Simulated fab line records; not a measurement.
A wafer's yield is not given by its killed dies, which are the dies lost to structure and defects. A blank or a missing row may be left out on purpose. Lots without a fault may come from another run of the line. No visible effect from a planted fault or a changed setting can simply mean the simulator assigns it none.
2 desks looking at one fault | flow sfq line | each desk holds nothing but its own numbers, with what lay behind them at the end

== DESK OF THE TOOL OWNER: rie metal-04 ==
The tool's own readings at SFQ_TRILAYER_M6_BARC_OPEN_METAL_ETCH_206 (etches BARC in O2, target depth 125 nm, time 41.7 s): means of the sampled wafers that have a number, for each lot that ran on this tool. Any lot whose mean is over 4 standard deviations away from the usual mean is out of limits and marked OUT; that distance is given in the brackets.
Columns: A = drypump motor current A at SFQ_TRILAYER_M6_BARC_OPEN_METAL_ETCH_206, usual 5.9 A; B = oes product au at SFQ_TRILAYER_M6_BARC_OPEN_METAL_ETCH_206, usual 0.685 a.u.; C = run length s at SFQ_TRILAYER_M6_BARC_OPEN_METAL_ETCH_206, usual 70.3 s
lot  | first seen here | A   | B               | C
L767 | day 66 09:35    | 5.3 | 0.675           | 69.5
L774 | day 80 04:19    | 5.3 | 0.697           | 68.3
L776 | day 80 20:42    | 5.8 | 0.741 (+11) OUT | 66.1 (-4.5) OUT
This desk finds L776 out of limits, L776 being first, at day 80 20:42 (oes product au at SFQ_TRILAYER_M6_BARC_OPEN_METAL_ETCH_206). Within limits: L767, L774.

== FROM THE METROLOGY DESK ==
Means of the sampled wafers that have a number, per lot and without regard to the tool the lot ran on: this is what the gauges read. Any lot whose mean is over 4 standard deviations away from the usual mean is out of limits and marked OUT; that distance is given in the brackets.
Columns: A = M7_OVL at SFQ_M7_OVL_MEAS_945, usual 1 nm
lot  | first seen here | A
L766 | day 71 00:40    | 2
L767 | day 71 06:44    | 5
L768 | day 71 12:15    | 10
L769 | day 77 05:31    | 13
L774 | day 80 16:22    | -1
L775 | day 81 00:17    | -8
L776 | day 81 09:27    | -3
L780 | day 81 22:39    | -1
L782 | day 82 13:28    | -2
L783 | day 82 15:53    | 0
L784 | day 82 18:16    | 7
L785 | day 83 10:40    | -1
L786 | day 83 13:03    | -10
L788 | day 83 21:28    | 3
This desk found nothing out of limits on any of the 14 lots.

== BROUGHT TOGETHER ==
On L776, at day 80 20:42, an alarm was possible from the tool owner's desk.
Metrology desk: nothing out of limits seen.
The metrology desk holds a record of L776, inside its limits.
Every lot named ran SFQ_TRILAYER_M6_BARC_OPEN_METAL_ETCH_206 on rie metal-04.

== WHAT HAD BEEN PUT IN BY THE SIMULATOR ==
rie metal-04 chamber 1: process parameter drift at SFQ_TRILAYER_M6_BARC_OPEN_METAL_ETCH_206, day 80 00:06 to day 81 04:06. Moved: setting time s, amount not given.
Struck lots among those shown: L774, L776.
Hours from the fault's start to each desk's first reading out of limits: the tool owner's desk, 21.
